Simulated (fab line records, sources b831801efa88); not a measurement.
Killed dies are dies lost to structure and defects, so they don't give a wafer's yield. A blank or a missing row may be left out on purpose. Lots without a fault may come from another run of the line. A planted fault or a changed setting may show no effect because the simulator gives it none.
fab line records | flow sky130
record lots=13 wafers=39 last_day=50
route steps=708 shown VIA1@458
lots that met no fault: from a run of the same line without faults
start_h: hours from the record's first day to the start of the lot's first wafer shown | wait_h: hours since the lot's step before | " the same as in the row above | L1.1+2: a row that stands for several wafers | - no value, or no start given | * or withheld: withheld | < > ~ a bound
route shown NAME@n: a module of which the file shows steps, and the number in the route of the first | usual: mean/standard deviation of fault-free wafers | same: alike in all rows | chamber/n: place in a boat | sites: the reading at each site | _std_site: their standard deviation | _edge_site: outer sites' mean less inner sites' | radius_mm: how far each site lies from the wafer's centre | mask NAME#n: copy n | behind: the tool/chamber that last shaped the wafer | hold: why the lot was held/for how many hours/how that ended | device: the transistor (n, p or np) that didn't switch | end of line: the same wafers' tests at the end of the route | a step without rows: its recipe alone | killed: dies lost to structure and defects at the first sort, not the wafer's yield | map: a wafer's dies, x killed, . not, _ none there
set.NAME: the setting as run; set.NAME@STEP: as run at that earlier step | model.NAME: the simulator's own value behind a step, which no gauge read
steps of the route over a sample of lots; a table a step, a row a wafer
services: from which hour (start_h, from the record's first day; less than 0 if before it) a tool's chamber was out of use, for how many hours, and why
## steps
# step SKY_VIA1_HDPCVD_00
# recipe material=SiO2 target_thk_nm=1030 sigma_open_frac=0.3 time_s=171.7 temp_c=400 sih4_flow_sccm=60 pressure_mtorr=6
# usual run_length_s=199.7/0.66 sih4_flow_sccm=60.02/0.19 susceptor_temp_C=399.97/0.19
# columns lot.wafer tool chamber start_h wait_h run_length_s sih4_flow_sccm susceptor_temp_C
L531.1 hdpcvd-01 2 777.08 0.0 200.3 59.72 400.24
L531.5 " 0 " " 200.1 59.81 399.93
L531.6 " 1 " " 199.3 59.55 400.08
L532.3 hdpcvd-01 2 779.39 0.0 200.3 60.00 400.34
L532.4 " 1 " " 199.2 59.88 399.72
L532.5 " 0 " " 199.8 60.16 399.89
L530.2 hdpcvd-02 2 781.46 0.0 199.4 60.29 399.69
L530.3 " 0 " " 198.6 59.98 400.48
L530.6 " 2 " " 200.3 60.08 399.79
L535.1 hdpcvd-02 2 804.42 0.0 200.0 60.20 399.64
L535.2 " 0 " " 199.1 60.04 400.07
L535.3 " 1 " " 200.1 59.78 400.13
L533.1 hdpcvd-01 2 805.49 0.0 200.6 60.44 400.02
L533.3 " 0 " " 200.0 60.02 399.95
L533.6 " 2 " " 201.3 60.34 399.94
L534.1 hdpcvd-02 1 807.34 0.0 199.8 60.34 399.84
L534.4 " 0 " " 198.4 59.79 399.44
L534.6 " 2 " " 200.6 60.00 400.09
L537.1 hdpcvd-02 2 836.64 0.0 199.5 60.14 400.26
L537.3 " 0 " " 198.6 60.26 399.85
L537.5 " 0 " " 198.4 59.89 399.94
L536.1 hdpcvd-01 1 837.29 0.0 199.5 59.83 399.89
L536.3 " 0 " " 199.7 59.90 400.04
L536.6 " 0 " " 199.8 59.91 400.15
L539.1 hdpcvd-01 2 852.44 0.0 200.5 59.91 399.77
L539.5 " 2 " " 200.5 59.68 400.00
L539.6 " 1 " " 199.6 60.05 399.83
L538.3 hdpcvd-01 2 855.43 0.0 201.1 60.03 400.04
L538.4 " 1 " " 199.3 60.20 400.07
L538.5 " 2 " " 201.4 60.33 399.89
L540.1 hdpcvd-02 2 863.15 0.0 199.5 59.89 400.11
L540.2 " 1 " " 200.0 60.27 399.81
L540.6 " 2 " " 199.5 59.85 399.88
L550.1 hdpcvd-02 0 917.82 0.0 237.2 60.28 399.64
L550.4 " 1 " " 200.0 60.05 400.04
L550.5 " 0 " " 198.6 60.22 399.70
L553.1 hdpcvd-01 1 933.02 0.0 199.3 59.67 400.12
L553.4 " 1 " " 199.9 59.92 400.13
L553.6 " 2 " " 200.4 60.04 399.62
# step SKY_VIA1_THK_MEAS_01
# recipe reads=SiO2_of_VIA1_HDPCVD_00
# usual VIA1_HDPCVD_THK=1031/13
# columns lot.wafer tool chamber start_h wait_h VIA1_HDPCVD_THK[nm]
L531.1 film_metro-02 - 777.20 0.1 1009
L531.5 " - " " 1039
L531.6 " - " " 1035
L532.3 film_metro-04 - 779.52 0.1 992
L532.4 " - " " 1028
L532.5 " - " " 1035
L530.2 film_metro-01 - 781.58 0.1 1040
L530.3 " - " " 1048
L530.6 " - " " 1027
L535.1 film_metro-04 - 804.53 0.1 1036
L535.2 " - " " 1029
L535.3 " - " " 1022
L533.1 film_metro-02 - 805.60 0.1 1001
L533.3 " - " " 1037
L533.6 " - " " 1002
L534.1 film_metro-01 - 807.45 0.1 1027
L534.4 " - " " 1036
L534.6 " - " " 1027
L537.1 film_metro-01 - 836.75 0.1 1029
L537.3 " - " " 1028
L537.5 " - " " 1028
L536.1 film_metro-02 - 837.40 0.1 1053
L536.3 " - " " 1049
L536.6 " - " " 1043
L539.1 film_metro-01 - 852.55 0.1 1014
L539.5 " - " " 1015
L539.6 " - " " 1057
L538.3 film_metro-02 - 855.56 0.1 1003
L538.4 " - " " 1045
L538.5 " - " " 1004
L540.1 film_metro-01 - 863.26 0.1 1021
L540.2 " - " " 1012
L540.6 " - " " 1021
L550.1 film_metro-02 - 917.93 0.1 1282
L550.4 " - " " 1030
L550.5 " - " " 1048
L553.1 film_metro-04 - 933.13 0.1 1054
L553.4 " - " " 1056
L553.6 " - " " 1034
## services
# columns tool chamber start_h hours kind
hdpcvd-01 2 821.22 9.7 repair
hdpcvd-02 - 890.30 0.8 pm
hdpcvd-01 - 906.53 0.3 repair
## key
first_sign step=SKY_VIA1_HDPCVD_00 reading=run_length_s direction=up sigmas=57 usual=* struck=*
effect step=SKY_VIA1_THK_MEAS_01 reading=VIA1_HDPCVD_THK direction=up sigmas=19 usual=1031 struck=1282
met_at SKY_VIA1_HDPCVD_00
struck_lots L550
struck_wafers L550.1
onset_between 863.15 917.82
fault kind=process_parameter_drift tool=hdpcvd-02 chamber=- onset_h=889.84 steps=SKY_VIA1_HDPCVD_00 channel=time_s offset=* shape=step end_h=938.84 scope=struck_wafers_only acts_in=* stated=*
